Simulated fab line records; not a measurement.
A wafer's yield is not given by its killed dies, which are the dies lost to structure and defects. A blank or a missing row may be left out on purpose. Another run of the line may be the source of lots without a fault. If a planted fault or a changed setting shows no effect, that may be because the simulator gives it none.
fab line records	flow sky130
record: lots: 15	wafers: 45	last-day: 50
route steps=708 shown VT_ADJUST_LVTN@117 SONOS_TUNNEL@158 LDD_P@265
lots that met no fault: from a run of the same line without faults
start-h: the number of hours between the record's first day and the start of the first shown wafer of the lot	wait-h: hours since the lot's step before	" unchanged from the row above	L1.1+2: several wafers, shown together as one row	- either no value or no given start	* or withheld: withheld	< > ~ a bound
route shown NAME@n: NAME is a module with steps in the file, n the number in the route of the first one	usual: mean/standard deviation of fault-free wafers	same: alike in all rows	chamber/n: place in a boat	sites: readings site by site	_std_site: standard deviation across them	_edge_site: inner sites' mean taken away from outer sites' mean	radius-mm: for every site, how far away it sits from the centre of the wafer	mask NAME#n: copy n	behind: the last tool/chamber to shape the wafer	hold: cause of the lot's hold/its duration in hours/its outcome	device: names the non-switching transistor (n, p or np)	end of line: tests of these same wafers at the route's end	a step with no rows: only its recipe	killed: the dies lost at the first sort to structure and to defects; this is not the yield of the wafer	map: dies across one wafer; x = killed, . = not, _ = none there
set.NAME: the setting that was run; set.NAME@STEP: the one run at that earlier step	model.NAME: the simulator's own value behind a step, which no gauge read
the route's steps for a sample of lots (tables are steps, rows are wafers)
services: a tool's chamber out of use, with start hour (start-h, from the record's first day; less than 0 if before it), hours out, and reason
== steps ==
step: SKY_VT_ADJUST_LVTN_STRIP_20
recipe: chemistry: O2/N2	power-w: 1400	pressure-mtorr: 1500	platen-temp-c: withheld	o2-flow-sccm: 3000	n2-flow-sccm: 300	overash-fraction: 0.5
usual: drypump-motor-current-A: 5.74/0.17	n2-flow-sccm: 300.0/0.99	oes-product-au: 0.716/0.0047	strip-time-to-endpoint-s: 14.17/0.033
lot.wafer	tool	chamber	start-h	wait-h	drypump-motor-current-A	n2-flow-sccm	oes-product-au	rf-hours-counter-h	strip-time-to-endpoint-s
L190.1	plasma-asher-04	1	167.36	0.1	5.77	302.3	0.706	43	14.23
L190.3	"	1	"	"	5.72	301.5	0.723	-	14.19
L190.5	"	0	"	"	5.82	299.9	0.723	-	14.18
L194.2	plasma-asher-01	1	197.11	0.1	5.61	300.9	0.717	38	14.15
L194.4	"	1	"	"	5.60	299.7	0.715	-	14.14
L194.6	"	1	"	"	5.62	300.1	0.716	-	14.16
L195.3	plasma-asher-01	0	202.00	0.1	6.09	300.0	0.711	-	14.15
L195.4	"	1	"	"	5.63	301.1	0.719	-	14.13
L195.6	"	1	"	"	5.64	302.6	0.715	-	14.14
L196.2	plasma-asher-02	1	208.86	0.1	5.51	301.1	0.717	55	14.21
L196.3	"	1	"	"	5.53	301.1	0.714	-	14.24
L196.6	"	1	"	"	5.52	301.8	0.712	-	14.23
L197.1	plasma-asher-04	1	217.16	0.1	5.75	299.8	0.723	48	14.24
L197.5	"	1	"	"	5.77	299.9	0.712	-	14.21
L197.6	"	0	"	"	5.80	299.4	0.719	-	14.23
L199.2	plasma-asher-01	1	225.11	0.1	5.59	300.4	0.718	41	14.18
L199.4	"	0	"	"	6.10	299.0	0.718	-	14.18
L199.5	"	1	"	"	5.58	300.7	0.721	-	14.17
L200.2	plasma-asher-01	0	235.56	0.1	6.07	300.4	0.708	42	14.18
L200.3	"	0	"	"	6.09	299.8	0.707	-	14.14
L200.4	"	1	"	"	5.61	299.9	0.712	-	14.16
L201.4	plasma-asher-02	0	249.83	0.1	5.66	300.0	0.724	-	14.12
L201.5	"	1	"	"	5.53	299.5	0.709	-	14.10
L201.6	"	0	"	"	5.66	301.2	0.723	-	14.13
L202.2	plasma-asher-04	1	255.71	0.1	5.76	298.0	0.716	52	14.12
L202.4	"	0	"	"	5.79	300.4	0.712	-	14.16
L202.6	"	1	"	"	5.78	298.8	0.719	-	14.11
L205.1	plasma-asher-01	1	271.16	0.1	5.62	300.8	0.724	45	14.21
L205.2	"	0	"	"	6.08	299.9	0.724	45	14.16
L205.4	"	1	"	"	5.60	300.8	0.717	-	14.14
L206.1	plasma-asher-02	1	274.11	0.1	5.51	300.2	0.719	61	14.19
L206.3	"	1	"	"	5.52	299.6	0.711	-	14.19
L206.4	"	0	"	"	5.64	300.8	0.715	-	14.22
L207.2	plasma-asher-04	1	285.85	0.1	5.75	299.8	0.709	55	14.17
L207.4	"	1	"	"	5.78	300.0	0.712	-	14.19
L207.5	"	0	"	"	5.81	300.1	0.720	-	14.13
L209.4	plasma-asher-04	1	298.08	0.1	5.76	301.0	0.706	-	14.12
L209.5	"	0	"	"	5.77	299.3	0.719	-	14.18
L209.6	"	1	"	"	5.77	300.1	0.719	-	14.16
L210.1	plasma-asher-04	1	302.76	0.1	5.78	297.6	0.711	57	14.17
L210.2	"	0	"	"	5.82	299.9	0.716	57	14.23
L210.5	"	1	"	"	5.77	298.2	0.716	-	14.18
L212.1	plasma-asher-04	1	316.15	0.1	5.77	301.2	0.713	58	14.20
L212.4	"	0	"	"	5.78	300.7	0.721	-	14.19
L212.6	"	1	"	"	5.75	301.2	0.721	-	14.21
step: SKY_SONOS_TUNNEL_EXPOSE_04
recipe: mask-id: TUNM	na: 0.6	source-shape: conventional	sigma-outer: 0.6	polarization: unpolarized	target-cd-nm: 410	dose-mj: 136
usual: exposure-dose-mJ-cm2: 136.69/0.13	focus-offset-nm: -0.1/0.47	reticle-temp-C: 22.99/0.1
lot.wafer	tool	chamber	start-h	wait-h	mask	exposure-dose-mJ-cm2	focus-offset-nm	reticle-temp-C
L190.1	iline-stepper-02	0	242.10	-	TUNM#0	136.97	0.0	22.94
L190.3	"	0	"	"	TUNM#0	136.72	0.5	22.90
L190.5	"	0	"	"	TUNM#0	136.73	0.1	23.04
L194.2	iline-stepper-01	0	276.88	-	TUNM#0	136.71	-1.3	23.11
L194.4	"	0	"	"	TUNM#0	136.64	-0.4	22.77
L194.6	"	0	"	"	TUNM#0	136.66	-0.1	22.88
L195.3	iline-stepper-02	0	284.84	-	TUNM#0	136.63	-0.1	22.97
L195.4	"	0	"	"	TUNM#0	136.66	0.3	22.88
L195.6	"	0	"	"	TUNM#0	136.62	-0.5	23.12
L196.2	iline-stepper-01	0	292.52	-	TUNM#0	136.49	0.4	22.89
L196.3	"	0	"	"	TUNM#0	136.52	-0.1	23.01
L196.6	"	0	"	"	TUNM#0	136.78	-0.8	23.01
L197.1	iline-stepper-02	0	301.64	-	TUNM#0	136.48	-0.3	22.99
L197.5	"	0	"	"	TUNM#0	136.58	-0.7	23.02
L197.6	"	0	"	"	TUNM#0	136.90	-0.1	22.77
L199.2	iline-stepper-01	-	311.69	-	TUNM#0	-	-	-
L199.4	"	-	"	"	TUNM#0	-	-	-
L199.5	"	-	"	"	TUNM#0	-	-	-
L200.2	iline-stepper-01	-	323.74	-	TUNM#0	-	-	-
L200.3	"	-	"	"	TUNM#0	-	-	-
L200.4	"	-	"	"	TUNM#0	-	-	-
L201.4	iline-stepper-02	-	342.19	-	TUNM#0	-	-	-
L201.5	"	-	"	"	TUNM#0	-	-	-
L201.6	"	-	"	"	TUNM#0	-	-	-
L202.2	iline-stepper-02	0	346.58	-	TUNM#0	136.84	0.2	23.09
L202.4	"	0	"	"	TUNM#0	136.79	-0.7	23.20
L202.6	"	0	"	"	TUNM#0	136.62	-0.4	23.10
L205.1	iline-stepper-02	0	364.22	-	TUNM#0	136.47	-0.1	22.96
L205.2	"	0	"	"	TUNM#0	136.55	-0.6	22.91
L205.4	"	0	"	"	TUNM#0	136.79	0.1	22.95
L206.1	iline-stepper-01	0	367.19	-	TUNM#0	136.74	0.5	22.97
L206.3	"	0	"	"	TUNM#0	136.74	0.3	22.94
L206.4	"	0	"	"	TUNM#0	136.87	0.2	22.85
L207.2	iline-stepper-01	0	381.04	-	TUNM#0	136.76	0.1	22.98
L207.4	"	0	"	"	TUNM#0	136.69	-0.7	22.93
L207.5	"	0	"	"	TUNM#0	136.56	-0.3	22.95
L209.4	iline-stepper-02	0	395.77	-	TUNM#0	136.69	0.1	23.05
L209.5	"	0	"	"	TUNM#0	136.74	0.4	22.85
L209.6	"	0	"	"	TUNM#0	136.81	0.7	22.96
L210.1	iline-stepper-01	0	401.75	-	TUNM#0	136.53	-0.2	22.83
L210.2	"	0	"	"	TUNM#0	136.63	0.1	22.92
L210.5	"	0	"	"	TUNM#0	136.58	-0.5	23.01
L212.1	iline-stepper-02	0	417.40	-	TUNM#0	136.49	-0.5	22.99
L212.4	"	0	"	"	TUNM#0	136.75	-0.4	23.00
L212.6	"	0	"	"	TUNM#0	136.59	-0.2	22.90
step: SKY_SONOS_TUNNEL_CD_MEAS_07
recipe: target-cd-nm: 410
usual: cd-nm: 410.1/2.1
lot.wafer	tool	chamber	start-h	wait-h	cd-nm
L190.1	cd-sem-02	-	253.72	0.1	406.0
L190.3	"	-	"	"	407.8
L190.5	"	-	"	"	407.1
L194.2	cd-sem-02	-	289.14	0.1	410.7
L194.4	"	-	"	"	410.9
L194.6	"	-	"	"	411.1
L195.3	cd-sem-01	-	297.27	0.1	411.8
L195.4	"	-	"	"	414.0
L195.6	"	-	"	"	413.2
L196.2	cd-sem-02	-	304.88	0.1	411.9
L196.3	"	-	"	"	411.6
L196.6	"	-	"	"	409.8
L197.1	cd-sem-01	-	314.36	0.1	409.7
L197.5	"	-	"	"	407.1
L197.6	"	-	"	"	407.4
L199.2	cd-sem-02	-	325.28	0.1	-
L199.4	"	-	"	"	-
L199.5	"	-	"	"	-
L200.2	cd-sem-02	-	336.59	0.1	-
L200.3	"	-	"	"	-
L200.4	"	-	"	"	-
L201.4	cd-sem-02	-	356.73	0.1	-
L201.5	"	-	"	"	-
L201.6	"	-	"	"	-
L202.2	cd-sem-02	-	360.69	0.1	409.7
L202.4	"	-	"	"	408.8
L202.6	"	-	"	"	408.5
L205.1	cd-sem-02	-	377.57	0.1	408.8
L205.2	"	-	"	"	410.9
L205.4	"	-	"	"	408.5
L206.1	cd-sem-02	-	381.32	0.1	407.3
L206.3	"	-	"	"	406.7
L206.4	"	-	"	"	407.5
L207.2	cd-sem-02	-	395.54	0.1	409.2
L207.4	"	-	"	"	409.2
L207.5	"	-	"	"	407.7
L209.4	cd-sem-02	-	410.83	0.1	411.8
L209.5	"	-	"	"	409.2
L209.6	"	-	"	"	410.4
L210.1	cd-sem-01	-	416.72	0.1	413.7
L210.2	"	-	"	"	413.1
L210.5	"	-	"	"	411.0
L212.1	cd-sem-02	-	432.07	0.1	408.0
L212.4	"	-	"	"	408.4
L212.6	"	-	"	"	408.8
step: SKY_LDD_P_STRIP_10
recipe: chemistry: O2/N2	power-w: 1400	pressure-mtorr: 1500	platen-temp-c: withheld	o2-flow-sccm: 3000	n2-flow-sccm: 300	overash-fraction: 0.5
usual: drypump-motor-current-A: 5.64/0.29	n2-flow-sccm: 299.9/0.85	oes-product-au: 0.715/0.0046	strip-time-to-endpoint-s: 14.19/0.038
lot.wafer	tool	chamber	start-h	wait-h	drypump-motor-current-A	n2-flow-sccm	oes-product-au	rf-hours-counter-h	strip-time-to-endpoint-s
L190.1	plasma-asher-04	0	438.20	0.1	5.80	299.5	0.718	1	14.15
L190.3	"	0	"	"	5.81	300.1	0.718	-	14.13
L190.5	"	0	"	"	5.80	299.7	0.716	-	14.14
L194.2	plasma-asher-03	1	480.98	0.1	5.14	301.4	0.719	34	14.16
L194.4	"	1	"	"	5.14	300.5	0.706	-	14.18
L194.6	"	1	"	"	5.13	299.5	0.718	-	14.19
L195.3	plasma-asher-04	0	490.68	0.1	5.82	299.8	0.714	-	14.19
L195.4	"	1	"	"	5.78	301.2	0.715	-	14.23
L195.6	"	0	"	"	5.81	299.7	0.715	-	14.17
L196.2	plasma-asher-03	0	502.28	0.1	5.42	300.8	0.718	37	14.21
L196.3	"	1	"	"	5.13	301.1	0.714	-	14.21
L196.6	"	1	"	"	5.15	299.6	0.717	-	14.21
L197.1	plasma-asher-03	0	509.03	0.1	5.42	300.9	0.717	37	14.17
L197.5	"	1	"	"	5.15	299.5	0.721	-	14.14
L197.6	"	0	"	"	5.45	299.7	0.730	-	14.20
L202.2	plasma-asher-01	0	560.00	0.1	6.09	298.4	0.718	71	14.21
L202.4	"	1	"	"	5.61	300.5	0.720	-	14.20
L202.6	"	0	"	"	6.08	300.2	0.707	-	14.23
L205.1	plasma-asher-04	0	577.79	0.1	5.79	299.7	0.719	15	14.14
L205.2	"	1	"	"	5.75	299.1	0.719	15	14.16
L205.4	"	0	"	"	5.78	301.6	0.714	-	14.18
L206.1	plasma-asher-04	0	581.07	0.1	5.80	299.7	0.716	15	14.26
L206.3	"	1	"	"	5.77	299.4	0.714	-	14.25
L206.4	"	0	"	"	5.78	299.4	0.720	-	14.31
L207.2	plasma-asher-04	0	597.25	0.1	5.78	299.1	0.713	16	14.25
L207.4	"	1	"	"	5.82	299.3	0.717	-	14.27
L207.5	"	1	"	"	5.78	301.0	0.711	-	14.22
L209.4	plasma-asher-03	1	611.41	0.1	5.14	298.4	0.710	-	14.19
L209.5	"	0	"	"	5.42	298.7	0.717	-	14.19
L209.6	"	1	"	"	5.13	300.1	0.711	-	14.18
L210.1	plasma-asher-04	0	613.20	0.1	5.81	299.5	0.714	18	14.19
L210.2	"	1	"	"	5.78	299.5	0.721	18	14.18
L210.5	"	0	"	"	5.80	299.6	0.714	-	14.17
L212.1	plasma-asher-04	0	627.32	0.1	5.81	299.7	0.714	20	14.20
L212.4	"	1	"	"	5.79	300.4	0.706	-	14.20
L212.6	"	0	"	"	5.81	300.5	0.707	-	14.18
== services ==
tool	chamber	start-h	hours	kind
plasma-asher-01	-	155.26	11.5	repair
iline-stepper-02	-	164.75	1.7	pm
iline-stepper-02	-	170.59	4.4	pm
iline-stepper-01	-	186.83	4.3	pm
plasma-asher-04	-	245.45	0.6	repair
iline-stepper-01	-	284.43	1.7	pm
iline-stepper-02	-	302.32	10.5	repair
plasma-asher-01	-	320.75	5.1	repair
iline-stepper-01	-	324.65	2.1	pm
iline-stepper-01	-	340.97	12.9	repair
iline-stepper-02	-	347.02	4.3	repair
plasma-asher-04	-	372.61	3.3	repair
iline-stepper-02	-	382.93	1.7	pm
iline-stepper-02	-	409.79	2.1	pm
plasma-asher-04	-	421.30	9.0	pm
plasma-asher-01	-	425.06	2.3	repair
iline-stepper-01	-	460.96	4.4	pm
plasma-asher-01	-	481.78	1.5	repair
iline-stepper-01	-	502.61	1.7	pm
plasma-asher-01	-	508.07	11.0	repair
iline-stepper-02	-	525.49	2.5	repair
plasma-asher-04	-	531.53	8.6	repair
iline-stepper-02	-	562.31	10.7	repair
iline-stepper-02	-	601.11	1.7	pm
== key ==
first-sign: step: SKY_SONOS_TUNNEL_EXPOSE_04	reading: tool-record	direction: missing
effect none on later readings
met-at SKY_SONOS_TUNNEL_EXPOSE_04
struck-lots L199,L200,L201
later-rows-left-out L199.2,L199.4,L199.5,L200.2,L200.3,L200.4,L201.4,L201.5,L201.6
sort-left-out L199.2,L199.4,L199.5,L200.2,L200.3,L200.4,L201.4,L201.5,L201.6
tester-left-out L199,L200,L201
not-acting-at SKY_VT_ADJUST_LVTN_STRIP_20,SKY_SONOS_TUNNEL_CD_MEAS_07,SKY_LDD_P_STRIP_10
onset-between 301.64 311.69
fault: kind: skipped-step-whole	tool: iline-stepper-01,iline-stepper-02	chamber: -	onset-h: 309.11	steps: SKY_SONOS_TUNNEL_EXPOSE_04	scope: struck-lots-only
tester-left-out: of these lots the tester's yield and bins aren't shown, on N5 and GAA mostly nor the transistor test; their killed dies are dies lost to structure and defects alone, not to doping, threshold or leakage, so they don't give the yield
sort-left-out: the simulated sort isn't trusted on such a fault, so these wafers' sort isn't shown, and their yield isn't known
later-rows-left-out: the simulator's readings of these wafers behind a module that went badly wrong aren't trusted and aren't shown, but for the sort
